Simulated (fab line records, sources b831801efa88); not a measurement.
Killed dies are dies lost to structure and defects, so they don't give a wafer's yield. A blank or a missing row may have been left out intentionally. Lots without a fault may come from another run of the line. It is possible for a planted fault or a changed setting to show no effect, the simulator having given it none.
A single fault, viewed from 2 desks ; flow sky130 ; only its own numbers are on each desk; what lay behind them is given at the end

== THE METROLOGY DESK ==
Means of the sampled wafers that have a number, per lot and without regard to the tool the lot ran on: this is what the gauges read. The brackets show how far a lot's mean lies from the usual mean; more than 4 standard deviations puts the lot out of limits, marked OUT.
Columns: A = NWELL_00_OVL at SKY_NWELL_OVL_MEAS_10, usual 0.6 nm; B = VT_ADJUST_NCORE_OVL at SKY_VT_ADJUST_NCORE_OVL_MEAS_08, usual 0.0 nm; C = VT_ADJUST_NCORE_TW at SKY_VT_ADJUST_NCORE_TW_MEAS_11, usual 218.6; D = VT_ADJUST_PCH_OVL at SKY_VT_ADJUST_PCH_OVL_MEAS_07, usual 0.0 nm
lot;first seen here;A;B;C;D
L947;day 4 21:47;1.0;2.3;220.2;1.4
L949;day 5 06:04;-0.4;-0.2;220.3;-1.8
L951;day 5 21:56;1.4;1.0;216.9;1.6
L952;day 6 00:44;2.6;-0.0;217.0;-0.2
L953;day 6 07:40;0.3;-0.6;220.3;-2.2
L954;day 6 13:11;0.4;-1.6;217.5;0.4
L957;day 7 01:52;0.4;1.3;216.5;0.4
L958;day 7 15:25;1.9;-0.8;218.1;1.3
L960;day 8 01:22;-0.4;0.0;203.4 (-9.5) OUT;1.0
L961;day 8 06:25;0.4;0.6;218.5;0.9
L962;day 8 14:04;0.0;-0.1;220.2;-0.5
L963;day 8 17:28;1.3;-0.4;202.0 (-10) OUT;0.2
L965;day 9 08:43;0.7;-2.0;216.5;-1.3
This desk's result: L960, L963 out of limits, first on L960 (VT_ADJUST_NCORE_TW at SKY_VT_ADJUST_NCORE_TW_MEAS_11), day 12 20:19. In limits: L947, L949, L951, L952, L953, L954, L957, L958, L961, L962, L965.

== THE TOOL OWNER'S DESK: implanter-02 ==
SKY_VT_ADJUST_NCORE_IMPLANT_09, tool's own readings: per-lot mean of the sampled wafers with a number, covering each lot this tool ran. The brackets show how far a lot's mean lies from the usual mean; more than 4 standard deviations puts the lot out of limits, marked OUT.
Columns: A = beam energy keV at SKY_VT_ADJUST_NCORE_IMPLANT_09, usual 10.000; B = faraday current uA at SKY_VT_ADJUST_NCORE_IMPLANT_09, usual 13.52
lot;first seen here;A;B
L949;day 9 10:01;10.002;13.47
L952;day 10 08:29;10.003;13.87
L953;day 10 17:13;10.004;13.43
L954;day 11 00:26;10.002;13.45
L958;day 12 07:52;9.998;13.47
L960;day 12 20:04;7.130 (-99 or more) OUT;13.37
L963;day 13 14:38;7.129 (-99 or more) OUT;13.33
This desk finds L960, L963 out of limits, L960 being first, at day 12 20:04 (beam energy keV at SKY_VT_ADJUST_NCORE_IMPLANT_09). In limits: L949, L952, L953, L954, L958.

== ALL TOGETHER ==
On L960, L963, at day 12 20:04, an alarm was possible from the tool owner's desk.
Metrology desk: alarm possible at day 12 20:19 on L960, L963.
The lots listed all ran SKY_VT_ADJUST_NCORE_IMPLANT_09 on implanter-02.

== WHAT THE SIMULATOR HAD PUT IN ==
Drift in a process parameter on implanter-02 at SKY_VT_ADJUST_NCORE_IMPLANT_09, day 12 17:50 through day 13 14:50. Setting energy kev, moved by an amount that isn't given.
Struck lots among those shown: L960, L963.
Hours from the fault's start to each desk's first reading out of limits: the tool owner's desk, 2; the metrology desk, 2.
